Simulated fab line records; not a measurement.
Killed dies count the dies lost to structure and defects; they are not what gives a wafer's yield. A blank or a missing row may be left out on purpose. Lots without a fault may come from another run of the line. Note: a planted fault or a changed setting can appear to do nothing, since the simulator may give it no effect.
Which tool is to blame? -- flow sky130 -- Sampling: 10 lots, 30 wafers, 7 of 708 route steps

WHAT EACH GAUGE READ, for each wafer
SKY_LDD_LDN_TW_MEAS_13.
lot,measured,on,LDD_LDN_TW
L629,day 23 00:09,film metro-02,1490 1486 1487
L633,day 24 22:02,film metro-01,1482 1482 1476
L635,day 25 16:00,film metro-02,1495 1496 1487
L638,day 26 15:54,film metro-04,1463 1453 1455
L639,day 27 01:55,film metro-01,1481 1481 1479
L644,day 28 10:10,film metro-01,1468 1479 1475
L645,day 29 00:13,film metro-02,1487 1498 1490
L646,day 29 06:35,film metro-01,1475 1471 1470
L649,day 30 16:45,film metro-04,1445 1445 1456
L651,day 31 02:02,film metro-04,1462 1461 1469

SKY_POLY_CUT_OVL_MEAS_09.
lot,measured,on,POLY_CUT_OVL (nm)
L629,day 24 07:31,overlay-01,11 2 -4
L633,day 26 04:41,overlay-01,-6 -7 -3
L635,day 26 22:53,overlay-02,0 3 -8
L638,day 27 23:28,overlay-02,-5 -13 -4
L639,day 28 09:11,overlay-01,-2 0 9
L644,day 29 16:19,overlay-01,3 5 1
L645,day 30 06:13,overlay-01,-8 -8 -4
L646,day 30 12:44,overlay-02,9 17 6
L649,day 31 21:13,overlay-01,-7 1 5
L651,day 32 06:50,overlay-01,5 18 15

SKY_SD_N_TW_MEAS_12.
lot,measured,on,SD_N_TW
L629,day 28 00:32,film metro-04,3925 3910 3935
L633,day 29 19:31,film metro-02,4026 4008 4016
L635,day 30 13:10,film metro-02,4023 4015 4019
L638,day 31 12:46,film metro-03,3966 3943 3934
L639,day 31 21:19,film metro-02,4029 4017 4013
L644,day 33 04:26,film metro-03,3728 3749 3719 3707 3709 3712
L645,day 33 16:14,film metro-03,3998 4003 3978
L646,day 33 21:47,film metro-03,3726 3738 3731 3710 3714 3732
L649,day 35 05:58,film metro-03,3966 3970 3994
L651,day 35 13:40,film metro-03,3994 3968 3995

SKY_SD_N_RS_MEAS_16: the measuring method here is four-point-probe.
lot,measured,on,SD_N_RS (ohm/sq)
L629,day 28 00:49,film metro-03,68.67 68.69 68.61
L633,day 29 19:47,film metro-03,68.59 68.69 68.61
L635,day 30 13:27,film metro-03,68.66 68.47 68.70
L638,day 31 13:03,film metro-04,68.65 68.60 68.66
L639,day 31 21:37,film metro-03,68.55 68.65 68.66
L644,day 33 06:26,film metro-04,78.21 78.21 78.12 78.17 78.12 78.20
L645,day 33 16:32,film metro-02,68.60 68.57 68.67
L646,day 34 05:05,film metro-03,78.25 78.25 78.06 78.18 78.03 78.23
L649,day 35 06:15,film metro-03,68.67 68.72 68.74
L651,day 35 13:56,film metro-04,68.56 68.67 68.59

WHAT TOOL EACH LOT RAN ON (gives the tool, then ch and the chambers of the sampled wafers, and finally the start)
lot,SKY_LDD_HVN_STRIP_09,SKY_SD_N_IMPLANT_09,SKY_SD_N_STRIP_11
L629,"plasma asher-01 ch 0,1, day 20 09:38","implanter-01 ch 0, day 28 00:08","plasma asher-01 ch 0,1, day 28 00:26"
L633,"plasma asher-04 ch 0,1, day 22 09:48","implanter-01 ch 0, day 29 19:07","plasma asher-01 ch 0,1, day 29 19:25"
L635,"plasma asher-04 ch 0,1, day 23 04:11","implanter-02 ch 0, day 30 12:46","plasma asher-04 ch 0,1, day 30 13:04"
L638,"plasma asher-02 ch 0,1, day 24 04:15","implanter-02 ch 0, day 31 12:22","plasma asher-04 ch 0,1, day 31 12:40"
L639,"plasma asher-01 ch 0,1, day 24 15:05","implanter-01 ch 0, day 31 20:56","plasma asher-03 ch 0,1, day 31 21:13"
L644,"plasma asher-01 ch 0,1, day 25 23:20","implanter-01 ch 0, day 33 04:02","plasma asher-03 ch 0,1, day 33 04:19"
L645,"plasma asher-02 ch 0,1, day 26 13:08","implanter-03 ch 0, day 33 15:50","plasma asher-04 ch 0,1, day 33 16:08"
L646,"plasma asher-04 ch 0,1, day 26 20:19","implanter-01 ch 0, day 33 21:25","plasma asher-03 ch 0,1, day 33 21:42"
L649,"plasma asher-01 ch 0,1, day 28 07:26","implanter-03 ch 0, day 35 05:34","plasma asher-04 ch 0,1, day 35 05:52"
L651,"plasma asher-04 ch 0, day 28 17:38","implanter-03 ch 0, day 35 13:16","plasma asher-04 ch 0,1, day 35 13:34"
- SKY_LDD_HVN_STRIP_09: strips in O2/N2.
- SKY_SD_N_IMPLANT_09
- SKY_SD_N_STRIP_11: strips in O2/N2.

WHAT THE TOOLS THEMSELVES READ (means of the sampled wafers that have a number; where no wafer has one, the mark that the record gives instead)
SKY_LDD_HVN_STRIP_09.
lot,tool,drypump motor current A (A),n2 flow sccm (sccm),oes product au (a.u.),strip time to endpoint s (s)
L629,plasma asher-01,5.7,300.0,0.407,4.130
L633,plasma asher-04,5.4,300.5,0.412,4.143
L635,plasma asher-04,5.2,300.1,0.405,4.146
L638,plasma asher-02,5.6,300.2,0.408,4.135
L639,plasma asher-01,5.8,299.4,0.410,4.151
L644,plasma asher-01,5.5,300.5,0.409,4.145
L645,plasma asher-02,5.6,299.9,0.412,4.152
L646,plasma asher-04,5.4,301.0,0.408,4.154
L649,plasma asher-01,5.8,300.1,0.412,4.136
L651,plasma asher-04,5.6,300.4,0.404,4.110

SKY_SD_N_IMPLANT_09.
lot,tool,beam energy keV,faraday current uA
L629,implanter-01,49.985,11975
L633,implanter-01,49.986,12102
L635,implanter-02,49.993,14924
L638,implanter-02,50.017,15129
L639,implanter-01,49.995,12058
L644,implanter-01,38.095,11959
L645,implanter-03,50.003,12758
L646,implanter-01,38.066,12034
L649,implanter-03,49.984,12586
L651,implanter-03,49.992,12350

SKY_SD_N_STRIP_11.
lot,tool,drypump motor current A (A),n2 flow sccm (sccm),oes product au (a.u.),strip time to endpoint s (s)
L629,plasma asher-01,5.5,299.3,0.530,22.56
L633,plasma asher-01,5.8,299.8,0.522,22.58
L635,plasma asher-04,5.4,300.1,0.528,22.56
L638,plasma asher-04,5.4,299.7,0.527,22.60
L639,plasma asher-03,5.6,299.4,0.527,22.49
L644,plasma asher-03,5.8,300.5,0.552,20.79
L645,plasma asher-04,5.4,300.7,0.527,22.59
L646,plasma asher-03,5.8,300.6,0.554,20.75
L649,plasma asher-04,5.2,299.1,0.532,22.54
L651,plasma asher-04,5.4,299.2,0.530,22.57

THE ANSWER, worked out from the rows above alone
Rule: the lots themselves supply what counts as usual. Put in order of their means at a reading, lots are off if they are a third of the lots or fewer, leave a main group of 4 or more, and stand apart from it by a gap of 3 or more times the standard deviation of the main group's means; of several such gaps the widest counts. If all means in a main group match to the digits the tables above print for the reading, that group is not used. Also off: a lot with no number at a reading for which 4 or more lots have one. All remaining lots with rows at the step are treated as sound. After the gauges, taken in route order, come the tools' own readings; for these a lot's mean is taken, as printed above. The first step at which some lot is off is used, and at that step the reading that is off furthest; a lot without a number counts as furthest.
Off: L644, L646, at SKY_SD_N_TW_MEAS_12 (SD_N_TW). Mean 3985 and standard deviation 33 in the main group.
If a tool, at a process step before that reading, ran all the lots that are off and no sound lot after the first of them, it fits. The gauges at SKY_SD_N_TW_MEAS_12 aren't tried: what is off there is off at SKY_SD_N_IMPLANT_09 too, on other tools, and a gauge's error can't cause that. Can't be told from this: 2 tools fit, implanter-01 at SKY_SD_N_IMPLANT_09, plasma asher-03 at SKY_SD_N_STRIP_11.

WHAT HAD BEEN PUT IN BY THE SIMULATOR
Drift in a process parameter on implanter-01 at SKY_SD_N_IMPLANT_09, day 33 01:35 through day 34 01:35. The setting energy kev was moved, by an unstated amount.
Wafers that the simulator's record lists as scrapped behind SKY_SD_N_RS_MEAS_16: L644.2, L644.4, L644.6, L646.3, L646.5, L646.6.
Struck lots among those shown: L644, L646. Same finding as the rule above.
